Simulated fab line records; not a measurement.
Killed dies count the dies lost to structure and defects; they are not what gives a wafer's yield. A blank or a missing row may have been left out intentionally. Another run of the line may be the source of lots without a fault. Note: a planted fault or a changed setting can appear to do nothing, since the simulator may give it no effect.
fab line records	flow sky130
record lots=24	wafers=72	last_day=50
route steps=708 shown GATE_OXIDE@189 POLY_GATE@235 VIA1@470 METAL3@536 VIA4@652 PASSIVATION@681
lots with no fault: from the same line, run without faults
start_h: the number of hours between the record's first day and the start of the first shown wafer of the lot	wait_h: how many hours have passed since the lot's step before this one	" as in the row above	L1.1+2: several wafers, shown together as one row	- no value, or no start given	* or withheld: withheld	< > ~ a bound
route shown NAME@n: a module of which the file shows steps, and the number in the route of the first	usual: mean/standard deviation taken from wafers without a fault	same: alike in all rows	chamber/n: place in a boat	sites: per-site readings	_std_site: their standard deviation	_edge_site: inner sites' mean taken away from outer sites' mean	radius_mm: how far each site lies from the wafer's centre	mask NAME#n: copy n	behind: tool/chamber where the wafer was last shaped	hold: what put the lot on hold/how long, in hours/how the hold closed	device: whichever transistor did not switch (one of n, p or np)	end of line: tests run on the same wafers once the route is complete	step lacking rows: just its recipe	killed: count of dies lost to structure and defects at first sort (not the wafer's yield)	map: shows each die of a wafer: x if killed, . if not, _ if none is there
set.NAME: the setting that was run; set.NAME@STEP: the one run at that earlier step	model.NAME: the simulator's own value behind a step, which no gauge read
route steps across a sampled set of lots; one table per step, one row per wafer
services: from which hour (start_h, from the record's first day; less than 0 if before it) a tool's chamber was out of use, for how many hours, and why
## steps
# step SKY_GATE_OXIDE_THK_MEAS_02
# recipe reads=SiO2_of_GATE_OXIDE_OXIDATION_01
# usual GATE_OXIDE_OXIDATION_00_THK=10.39/0.23
lot.wafer	tool	chamber	start_h	wait_h	GATE_OXIDE_OXIDATION_00_THK[nm]
L074.1	film_metro-04	-	279.39	0.0	10.35
L074.2	"	-	"	"	10.25
L074.5	"	-	"	"	10.27
L075.1	film_metro-03	-	292.73	0.0	10.32
L075.2	"	-	"	"	10.37
L075.3	"	-	"	"	10.53
L076.1	film_metro-04	-	297.56	0.0	10.55
L076.2	"	-	"	"	10.64
L076.4	"	-	"	"	10.55
L077.3	film_metro-03	-	309.25	0.0	10.22
L077.5	"	-	"	"	10.12
L077.6	"	-	"	"	10.05
L079.2	film_metro-01	-	324.27	0.0	10.69
L079.4	"	-	"	"	10.84
L079.5	"	-	"	"	10.72
L078.1	film_metro-03	-	333.52	0.0	10.09
L078.3	"	-	"	"	9.98
L078.4	"	-	"	"	10.06
L080.2	film_metro-01	-	350.55	0.0	10.15
L080.4	"	-	"	"	9.97
L080.5	"	-	"	"	9.99
L081.1	film_metro-01	-	353.04	0.0	10.31
L081.3	"	-	"	"	10.15
L081.6	"	-	"	"	10.26
L082.1	film_metro-04	-	368.76	0.0	10.26
L082.4	"	-	"	"	10.32
L082.5	"	-	"	"	10.33
L083.3	film_metro-01	-	372.27	0.0	10.51
L083.4	"	-	"	"	10.55
L083.6	"	-	"	"	10.52
L084.3	film_metro-04	-	389.24	0.0	10.57
L084.4	"	-	"	"	10.26
L084.6	"	-	"	"	10.45
L085.1	film_metro-01	-	391.97	0.0	10.50
L085.5	"	-	"	"	10.44
L085.6	"	-	"	"	10.43
L086.1	film_metro-03	-	391.97	0.0	10.64
L086.2	"	-	"	"	10.65
L086.6	"	-	"	"	10.61
L087.1	film_metro-04	-	400.21	0.0	10.47
L087.2	"	-	"	"	10.48
L087.6	"	-	"	"	10.43
L089.1	film_metro-01	-	406.04	0.0	10.75
L089.4	"	-	"	"	10.89
L089.5	"	-	"	"	10.88
L088.1	film_metro-03	-	410.31	0.0	10.79
L088.2	"	-	"	"	10.87
L088.5	"	-	"	"	10.75
L090.1	film_metro-03	-	426.00	0.0	10.40
L090.2	"	-	"	"	10.46
L090.3	"	-	"	"	10.32
L091.1	film_metro-01	-	428.40	0.0	10.16
L091.2	"	-	"	"	10.13
L091.4	"	-	"	"	10.11
L092.1	film_metro-01	-	434.14	0.0	10.19
L092.2	"	-	"	"	10.18
L092.5	"	-	"	"	9.88
L093.2	film_metro-04	-	442.04	0.0	10.26
L093.3	"	-	"	"	10.23
L093.6	"	-	"	"	10.45
L094.3	film_metro-03	-	450.77	0.0	10.25
L094.5	"	-	"	"	10.30
L094.6	"	-	"	"	10.22
L095.2	film_metro-01	-	455.05	0.0	10.37
L095.3	"	-	"	"	10.56
L095.6	"	-	"	"	10.21
L096.1	film_metro-03	-	465.15	0.0	10.51
L096.3	"	-	"	"	10.24
L096.5	"	-	"	"	10.54
L097.2	film_metro-03	-	474.57	0.0	10.39
L097.3	"	-	"	"	10.34
L097.5	"	-	"	"	10.47
# step SKY_POLY_GATE_THK_MEAS_21
# recipe reads=SiO2_of_POLY_GATE_OXIDATION_20
# usual POLY_GATE_OXIDATION_THK=4.04/0.087
lot.wafer	tool	chamber	start_h	wait_h	POLY_GATE_OXIDATION_THK[nm]
L074.1	film_metro-02	-	369.34	0.0	4.00
L074.2	"	-	"	"	3.93
L074.5	"	-	"	"	4.00
L075.1	film_metro-04	-	383.31	0.0	4.07
L075.2	"	-	"	"	4.05
L075.3	"	-	"	"	4.03
L076.1	film_metro-04	-	393.22	0.0	3.98
L076.2	"	-	"	"	3.94
L076.4	"	-	"	"	3.95
L077.3	film_metro-01	-	402.78	0.0	4.09
L077.5	"	-	"	"	4.15
L077.6	"	-	"	"	4.12
L079.2	film_metro-04	-	417.34	0.0	4.09
L079.4	"	-	"	"	3.99
L079.5	"	-	"	"	4.11
L078.1	film_metro-01	-	428.76	0.0	4.21
L078.3	"	-	"	"	4.19
L078.4	"	-	"	"	4.12
L080.2	film_metro-01	-	446.37	0.0	4.10
L080.4	"	-	"	"	4.00
L080.5	"	-	"	"	4.09
L081.1	film_metro-04	-	452.00	0.0	4.12
L081.3	"	-	"	"	4.04
L081.6	"	-	"	"	4.21
L082.1	film_metro-01	-	465.58	0.0	4.15
L082.4	"	-	"	"	4.09
L082.5	"	-	"	"	4.09
L083.3	film_metro-01	-	469.76	0.0	4.09
L083.4	"	-	"	"	4.15
L083.6	"	-	"	"	4.12
L084.3	film_metro-02	-	487.05	0.0	3.86
L084.4	"	-	"	"	3.90
L084.6	"	-	"	"	3.81
L085.1	film_metro-02	-	489.95	0.0	3.96
L085.5	"	-	"	"	3.97
L085.6	"	-	"	"	3.90
L086.1	film_metro-04	-	491.56	0.0	4.06
L086.2	"	-	"	"	3.95
L086.6	"	-	"	"	4.02
L087.1	film_metro-04	-	497.14	0.0	4.02
L087.2	"	-	"	"	4.05
L087.6	"	-	"	"	4.03
L089.1	film_metro-04	-	503.21	0.0	4.09
L089.4	"	-	"	"	3.93
L089.5	"	-	"	"	3.93
L088.1	film_metro-01	-	509.30	0.0	4.03
L088.2	"	-	"	"	3.95
L088.5	"	-	"	"	3.97
L090.1	film_metro-01	-	523.07	0.0	4.09
L090.2	"	-	"	"	4.16
L090.3	"	-	"	"	4.12
L091.1	film_metro-01	-	525.91	0.0	4.01
L091.2	"	-	"	"	3.92
L091.4	"	-	"	"	3.92
L092.1	film_metro-02	-	532.71	0.0	4.03
L092.2	"	-	"	"	3.98
L092.5	"	-	"	"	3.93
L093.2	film_metro-01	-	540.11	0.0	3.95
L093.3	"	-	"	"	3.97
L093.6	"	-	"	"	3.90
L094.3	film_metro-01	-	548.83	0.0	4.12
L094.5	"	-	"	"	4.10
L094.6	"	-	"	"	4.16
L095.2	film_metro-04	-	553.69	0.0	3.95
L095.3	"	-	"	"	3.92
L095.6	"	-	"	"	3.96
L096.1	film_metro-04	-	561.51	0.0	4.16
L096.3	"	-	"	"	4.15
L096.5	"	-	"	"	4.17
L097.2	film_metro-02	-	583.13	0.0	4.01
L097.3	"	-	"	"	3.97
L097.5	"	-	"	"	4.02
# step SKY_VIA1_CD_MEAS_12
# recipe target_cd_nm=150
# usual cd_nm=149.5/1.4
lot.wafer	tool	chamber	start_h	wait_h	cd_nm
L074.1	cd_sem-02	-	786.13	-	149.6
L074.2	"	-	"	"	150.7
L074.5	"	-	"	"	148.9
L075.1	cd_sem-01	-	806.26	-	148.3
L075.2	"	-	"	"	148.3
L075.3	"	-	"	"	149.2
L076.1	cd_sem-02	-	810.21	-	149.6
L076.2	"	-	"	"	149.9
L076.4	"	-	"	"	150.9
L077.3	cd_sem-02	-	814.35	-	149.6
L077.5	"	-	"	"	148.8
L077.6	"	-	"	"	149.7
L079.2	cd_sem-01	-	825.42	-	148.1
L079.4	"	-	"	"	148.6
L079.5	"	-	"	"	148.7
L078.1	cd_sem-01	-	838.19	-	150.5
L078.3	"	-	"	"	149.8
L078.4	"	-	"	"	148.4
L080.2	cd_sem-01	-	850.83	-	151.7
L080.4	"	-	"	"	149.8
L080.5	"	-	"	"	150.6
L081.1	cd_sem-01	-	854.94	-	147.4
L081.3	"	-	"	"	148.9
L081.6	"	-	"	"	148.0
L082.1	cd_sem-01	-	867.84	-	150.6
L082.4	"	-	"	"	151.4
L082.5	"	-	"	"	150.1
L083.3	cd_sem-02	-	873.88	-	149.8
L083.4	"	-	"	"	148.3
L083.6	"	-	"	"	149.0
L084.3	cd_sem-01	-	886.88	-	152.5
L084.4	"	-	"	"	149.0
L084.6	"	-	"	"	149.7
L085.1	cd_sem-01	-	888.61	-	153.2
L085.5	"	-	"	"	152.9
L085.6	"	-	"	"	151.7
L086.1	cd_sem-02	-	891.00	-	147.1
L086.2	"	-	"	"	149.8
L086.6	"	-	"	"	148.8
L087.1	cd_sem-01	-	898.05	-	148.0
L087.2	"	-	"	"	148.6
L087.6	"	-	"	"	147.1
L089.1	cd_sem-01	-	900.45	-	148.7
L089.4	"	-	"	"	148.2
L089.5	"	-	"	"	148.4
L088.1	cd_sem-01	-	904.85	-	151.7
L088.2	"	-	"	"	149.5
L088.5	"	-	"	"	149.7
L090.1	cd_sem-01	-	916.19	-	148.8
L090.2	"	-	"	"	151.1
L090.3	"	-	"	"	150.5
L091.1	cd_sem-02	-	921.30	-	149.6
L091.2	"	-	"	"	149.2
L091.4	"	-	"	"	148.8
L092.1	cd_sem-01	-	925.70	-	150.4
L092.2	"	-	"	"	149.9
L092.5	"	-	"	"	148.8
L093.2	cd_sem-02	-	929.16	-	151.1
L093.3	"	-	"	"	148.7
L093.6	"	-	"	"	149.7
L094.3	cd_sem-02	-	934.19	-	148.9
L094.5	"	-	"	"	149.8
L094.6	"	-	"	"	149.4
L095.2	cd_sem-02	-	940.84	-	145.5
L095.3	"	-	"	"	147.1
L095.6	"	-	"	"	147.7
L096.1	cd_sem-02	-	948.54	-	149.2
L096.3	"	-	"	"	149.2
L096.5	"	-	"	"	149.5
L097.2	cd_sem-02	-	967.78	-	150.9
L097.3	"	-	"	"	150.1
L097.5	"	-	"	"	151.6
# step SKY_METAL3_SPUTTER_04
# recipe material=TiN	target_thk_nm=70	power_w=6500	time_s=58.3	chamber_pressure_pa=0.4
# usual throttle_valve_pct=30.0/1.1
lot.wafer	tool	chamber	start_h	wait_h	throttle_valve_pct
L074.1	pvd_sputter-04	-	841.82	0.0	28.4
L074.2	"	-	"	"	31.9
L074.5	"	-	"	"	29.0
L075.1	pvd_sputter-02	-	861.89	0.0	30.1
L075.2	"	-	"	"	29.6
L075.3	"	-	"	"	31.3
L076.1	pvd_sputter-04	-	866.69	0.0	28.4
L076.2	"	-	"	"	28.5
L076.4	"	-	"	"	28.6
L077.3	pvd_sputter-01	-	870.10	0.0	28.2
L077.5	"	-	"	"	30.6
L077.6	"	-	"	"	28.0
L079.2	pvd_sputter-02	-	881.87	0.0	31.1
L079.4	"	-	"	"	29.2
L079.5	"	-	"	"	29.8
L078.1	pvd_sputter-01	-	894.92	0.0	31.1
L078.3	"	-	"	"	29.8
L078.4	"	-	"	"	30.6
L080.2	pvd_sputter-01	-	907.29	0.0	31.4
L080.4	"	-	"	"	29.8
L080.5	"	-	"	"	28.5
L081.1	pvd_sputter-01	-	910.30	0.0	30.5
L081.3	"	-	"	"	29.9
L081.6	"	-	"	"	31.6
L082.1	pvd_sputter-02	-	923.64	0.0	31.3
L082.4	"	-	"	"	29.4
L082.5	"	-	"	"	31.6
L083.3	pvd_sputter-02	-	928.87	0.0	31.3
L083.4	"	-	"	"	29.8
L083.6	"	-	"	"	29.4
L084.3	pvd_sputter-01	-	941.39	0.0	30.4
L084.4	"	-	"	"	29.9
L084.6	"	-	"	"	28.3
L085.1	pvd_sputter-01	-	942.76	0.0	31.6
L085.5	"	-	"	"	28.6
L085.6	"	-	"	"	30.5
L086.1	pvd_sputter-02	-	945.77	0.0	29.5
L086.2	"	-	"	"	29.6
L086.6	"	-	"	"	29.7
L087.1	pvd_sputter-01	-	951.78	0.0	29.7
L087.2	"	-	"	"	31.4
L087.6	"	-	"	"	30.5
L089.1	pvd_sputter-01	-	954.50	0.0	31.2
L089.4	"	-	"	"	29.6
L089.5	"	-	"	"	29.8
L088.1	pvd_sputter-01	-	958.94	0.0	31.4
L088.2	"	-	"	"	30.5
L088.5	"	-	"	"	28.2
L090.1	pvd_sputter-02	-	969.04	0.0	29.7
L090.2	"	-	"	"	30.0
L090.3	"	-	"	"	31.4
L091.1	pvd_sputter-01	-	974.87	0.0	31.3
L091.2	"	-	"	"	29.5
L091.4	"	-	"	"	28.1
L092.1	pvd_sputter-01	-	978.68	0.0	30.5
L092.2	"	-	"	"	29.8
L092.5	"	-	"	"	28.5
L093.2	pvd_sputter-01	-	982.14	0.0	29.6
L093.3	"	-	"	"	30.5
L093.6	"	-	"	"	30.5
L094.3	pvd_sputter-01	-	985.59	0.0	29.8
L094.5	"	-	"	"	28.1
L094.6	"	-	"	"	31.1
L095.2	pvd_sputter-04	-	993.25	0.0	28.7
L095.3	"	-	"	"	31.9
L095.6	"	-	"	"	32.1
L096.1	pvd_sputter-02	-	1000.04	0.0	29.8
L096.3	"	-	"	"	29.5
L096.5	"	-	"	"	29.8
L097.2	pvd_sputter-02	-	1019.19	0.0	29.7
L097.3	"	-	"	"	31.6
L097.5	"	-	"	"	30.1
# step SKY_VIA4_STRIP_13
# recipe chemistry=O2/N2	power_w=1400	pressure_mtorr=1500	platen_temp_c=withheld	o2_flow_sccm=3000	n2_flow_sccm=300	overash_fraction=0.5
# usual drypump_motor_current_A=5.6/0.35	n2_flow_sccm=300.0/1	oes_product_au=0.709/0.0044	strip_time_to_endpoint_s=12.80/0.034
lot.wafer	tool	chamber	start_h	wait_h	drypump_motor_current_A	n2_flow_sccm	oes_product_au	rf_hours_counter_h	strip_time_to_endpoint_s
L074.1	plasma_asher-01	1	997.25	-	6.2	299.8	0.713	25	12.76
L074.2	"	0	"	"	5.7	301.0	0.710	25	12.81
L074.5	"	0	"	"	5.7	300.1	0.715	-	12.81
L075.1	plasma_asher-04	0	1012.02	-	5.8	299.5	0.711	87	12.84
L075.2	"	1	"	"	5.3	301.7	0.711	87	12.78
L075.3	"	1	"	"	5.3	301.1	0.707	-	12.77
L076.1	plasma_asher-03	0	1019.00	-	5.0	300.0	0.705	116	12.83
L076.2	"	1	"	"	5.8	298.6	0.703	116	12.78
L076.4	"	0	"	"	5.0	300.1	0.712	-	12.78
L077.3	plasma_asher-01	0	1020.98	-	5.7	300.1	0.705	-	12.82
L077.5	"	1	"	"	6.2	299.8	0.713	-	12.76
L077.6	"	0	"	"	5.7	299.5	0.713	-	12.79
L079.2	plasma_asher-04	1	1030.10	-	5.3	300.5	0.711	89	12.78
L079.4	"	0	"	"	5.8	300.4	0.704	-	12.84
L079.5	"	1	"	"	5.3	299.7	0.708	-	12.79
L078.1	plasma_asher-03	1	1043.57	-	5.8	299.4	0.708	118	12.80
L078.3	"	0	"	"	5.0	300.0	0.708	-	12.68
L078.4	"	1	"	"	5.8	298.9	0.714	-	12.82
L080.2	plasma_asher-03	1	1053.31	-	5.9	299.9	0.710	120	12.82
L080.4	"	1	"	"	5.9	300.7	0.711	-	12.75
L080.5	"	0	"	"	5.0	300.5	0.712	-	12.78
L081.1	plasma_asher-04	1	1054.87	-	5.3	299.8	0.705	91	12.81
L081.3	"	1	"	"	5.3	300.0	0.715	-	12.79
L081.6	"	0	"	"	5.8	301.0	0.715	-	12.82
L082.1	plasma_asher-04	1	1067.16	-	5.3	298.2	0.712	92	12.78
L082.4	"	1	"	"	5.3	300.3	0.712	-	12.80
L082.5	"	0	"	"	5.8	299.0	0.709	-	12.84
L083.3	plasma_asher-03	0	1072.63	-	5.0	300.8	0.707	-	12.82
L083.4	"	1	"	"	5.8	301.8	0.701	-	12.78
L083.6	"	0	"	"	5.0	299.9	0.706	-	12.79
L084.3	plasma_asher-04	1	1081.93	-	5.3	301.3	0.709	-	12.85
L084.4	"	0	"	"	5.8	299.4	0.706	-	12.84
L084.6	"	1	"	"	5.4	301.1	0.716	-	12.86
L085.1	plasma_asher-04	0	1085.27	-	5.8	300.7	0.711	94	12.76
L085.5	"	0	"	"	5.8	299.6	0.704	-	12.76
L085.6	"	1	"	"	5.3	299.1	0.715	-	12.83
L086.1	plasma_asher-04	0	1088.36	-	5.8	301.4	0.707	95	12.79
L086.2	"	1	"	"	5.3	299.1	0.712	95	12.84
L086.6	"	1	"	"	5.3	300.5	0.711	-	12.79
L087.1	plasma_asher-03	0	1094.01	-	5.0	300.5	0.711	4	12.80
L087.2	"	1	"	"	5.9	299.8	0.707	4	12.77
L087.6	"	1	"	"	5.8	300.6	0.707	-	12.81
L089.1	plasma_asher-04	1	1094.20	-	5.3	300.9	0.713	96	12.79
L089.4	"	1	"	"	5.3	301.9	0.709	-	12.82
L089.5	"	0	"	"	5.8	299.2	0.710	-	12.78
L088.1	plasma_asher-04	0	1097.31	-	5.8	299.9	0.707	96	12.73
L088.2	"	1	"	"	5.3	299.9	0.714	96	12.78
L088.5	"	1	"	"	5.3	299.0	0.709	-	12.77
L090.1	plasma_asher-04	0	1108.56	-	5.8	301.0	0.714	97	12.83
L090.2	"	1	"	"	5.3	299.7	0.711	97	12.81
L090.3	"	0	"	"	5.8	301.5	0.712	-	12.78
L091.1	plasma_asher-01	0	1113.40	-	5.7	299.2	0.718	37	12.83
L091.2	"	1	"	"	6.1	300.7	0.706	37	12.80
L091.4	"	0	"	"	5.7	300.8	0.706	-	12.77
L092.1	plasma_asher-04	1	1115.41	-	5.3	298.7	0.719	98	12.81
L092.2	"	0	"	"	5.8	300.1	0.713	98	12.75
L092.5	"	0	"	"	5.8	299.4	0.711	-	12.78
L093.2	plasma_asher-04	0	1118.95	-	5.8	299.3	0.709	98	12.79
L093.3	"	1	"	"	5.3	298.4	0.715	-	12.84
L093.6	"	0	"	"	5.8	302.1	0.714	-	12.81
L094.3	plasma_asher-01	0	1119.93	-	5.7	299.6	0.704	-	12.83
L094.5	"	1	"	"	6.1	300.7	0.700	-	12.77
L094.6	"	0	"	"	5.7	298.7	0.707	-	12.82
L095.2	plasma_asher-01	1	1127.96	-	6.1	299.7	0.707	38	12.82
L095.3	"	0	"	"	5.7	299.5	0.707	-	12.83
L095.6	"	0	"	"	5.7	299.4	0.711	-	12.77
L096.1	plasma_asher-01	1	1133.56	-	6.1	301.3	0.708	38	12.82
L096.3	"	1	"	"	6.1	299.6	0.705	-	12.81
L096.5	"	1	"	"	6.2	300.1	0.707	-	12.82
L097.2	plasma_asher-01	1	1149.57	-	6.1	298.6	0.708	40	12.81
L097.3	"	0	"	"	5.7	300.5	0.716	-	12.80
L097.5	"	0	"	"	5.7	301.0	0.716	-	12.79
# step SKY_PASSIVATION_CVD_00
# recipe material=SiO2	target_thk_nm=90	temp_c=400	time_s=withheld	rf_w=600
# usual heater_power_outer_w=403/85	heater_power_w=665/130	rf_fwd_power_W=590/3.5
lot.wafer	tool	chamber	start_h	wait_h	heater_power_outer_w	heater_power_w	rf_fwd_power_W
L074.1	pecvd-03	1	1022.63	0.0	475	738	593
L074.2	"	0	"	"	544	856	585
L074.5	"	0	"	"	525	884	587
L075.1	pecvd-03	0	1036.46	0.0	506	835	584
L075.2	"	1	"	"	388	659	590
L075.3	"	1	"	"	395	660	591
L076.1	pecvd-01	2	1043.60	0.0	350	533	591
L076.2	"	0	"	"	502	822	592
L076.4	"	1	"	"	331	546	588
L077.3	pecvd-03	1	1045.33	0.0	371	638	593
L077.5	"	1	"	"	382	650	593
L077.6	"	0	"	"	492	798	586
L079.2	pecvd-03	2	1054.48	0.0	295	537	590
L079.4	"	2	"	"	290	547	592
L079.5	"	0	"	"	523	831	585
L078.1	pecvd-03	2	1068.24	0.0	305	549	591
L078.3	"	1	"	"	418	690	598
L078.4	"	0	"	"	452	766	587
L080.2	pecvd-03	0	1075.81	0.0	513	839	586
L080.4	"	1	"	"	440	727	592
L080.5	"	0	"	"	531	851	588
L081.1	pecvd-01	0	1077.83	0.0	466	765	587
L081.3	"	1	"	"	414	677	591
L081.6	"	0	"	"	459	761	587
L082.1	pecvd-01	2	1090.86	0.0	351	528	593
L082.4	"	0	"	"	561	902	591
L082.5	"	2	"	"	350	540	592
L083.3	pecvd-04	0	1097.52	0.0	284	483	584
L083.4	"	1	"	"	429	709	586
L083.6	"	2	"	"	503	809	584
L084.3	pecvd-01	1	1105.57	0.0	411	656	590
L084.4	"	1	"	"	409	658	590
L084.6	"	0	"	"	434	726	589
L085.1	pecvd-01	2	1108.18	0.0	348	532	591
L085.5	"	1	"	"	388	646	588
L085.6	"	2	"	"	347	526	592
L086.1	pecvd-04	0	1111.37	0.0	248	428	587
L086.2	"	2	"	"	506	793	589
L086.6	"	1	"	"	426	736	589
L087.1	pecvd-04	1	1115.87	0.0	460	786	588
L087.2	"	0	"	"	265	476	588
L087.6	"	2	"	"	456	781	584
L089.1	pecvd-01	1	1116.44	0.0	316	535	587
L089.4	"	2	"	"	318	484	590
L089.5	"	1	"	"	322	535	590
L088.1	pecvd-01	0	1119.40	0.0	541	887	590
L088.2	"	2	"	"	304	478	594
L088.5	"	0	"	"	542	866	590
L090.1	pecvd-03	2	1130.53	0.0	288	545	589
L090.2	"	1	"	"	399	665	598
L090.3	"	0	"	"	548	871	587
L091.1	pecvd-03	2	1135.80	0.0	326	591	592
L091.2	"	1	"	"	362	638	596
L091.4	"	2	"	"	336	609	589
L092.1	pecvd-03	2	1137.93	0.0	337	599	592
L092.2	"	1	"	"	406	696	595
L092.5	"	2	"	"	332	585	591
L093.2	pecvd-01	1	1141.27	0.0	347	570	589
L093.3	"	2	"	"	320	503	595
L093.6	"	2	"	"	344	517	590
L094.3	pecvd-01	2	1141.37	0.0	348	515	595
L094.5	"	0	"	"	515	834	587
L094.6	"	2	"	"	342	522	593
L095.2	pecvd-04	1	1149.95	0.0	380	659	590
L095.3	"	2	"	"	470	762	587
L095.6	"	0	"	"	238	410	586
L096.1	pecvd-01	2	1155.67	0.0	284	433	594
L096.3	"	0	"	"	472	795	588
L096.5	"	2	"	"	292	451	594
L097.2	pecvd-03	1	1169.27	0.0	474	787	596
L097.3	"	0	"	"	449	752	584
L097.5	"	2	"	"	329	600	590
## services
tool	chamber	start_h	hours	kind
pvd_sputter-01	-	831.39	9.1	repair
pvd_sputter-01	-	837.31	6.6	repair
plasma_asher-01	-	838.92	3.3	repair
pecvd-04	-	840.79	2.8	pm
pvd_sputter-01	-	854.90	13.0	repair
pecvd-01	0	874.65	45.1	repair
plasma_asher-03	-	886.42	2.8	pm
plasma_asher-04	-	895.30	5.5	repair
pecvd-03	1	896.82	7.6	repair
pecvd-01	0	947.68	5.1	repair
pecvd-01	-	951.10	0.6	repair
pecvd-03	0	955.68	3.6	repair
pecvd-01	1	957.43	12.5	repair
plasma_asher-01	-	1009.62	2.8	pm
pvd_sputter-02	-	1019.72	1.9	repair
plasma_asher-03	-	1029.53	2.1	repair
plasma_asher-03	-	1055.25	9.0	pm
pecvd-04	-	1061.54	6.0	pm
plasma_asher-01	-	1069.00	4.1	repair
pvd_sputter-02	-	1079.61	3.6	repair
plasma_asher-01	-	1130.91	1.2	repair
pecvd-04	-	1134.05	14.6	pm
plasma_asher-01	-	1154.22	1.1	repair
pvd_sputter-02	-	1163.28	3.8	repair
## key
fault none
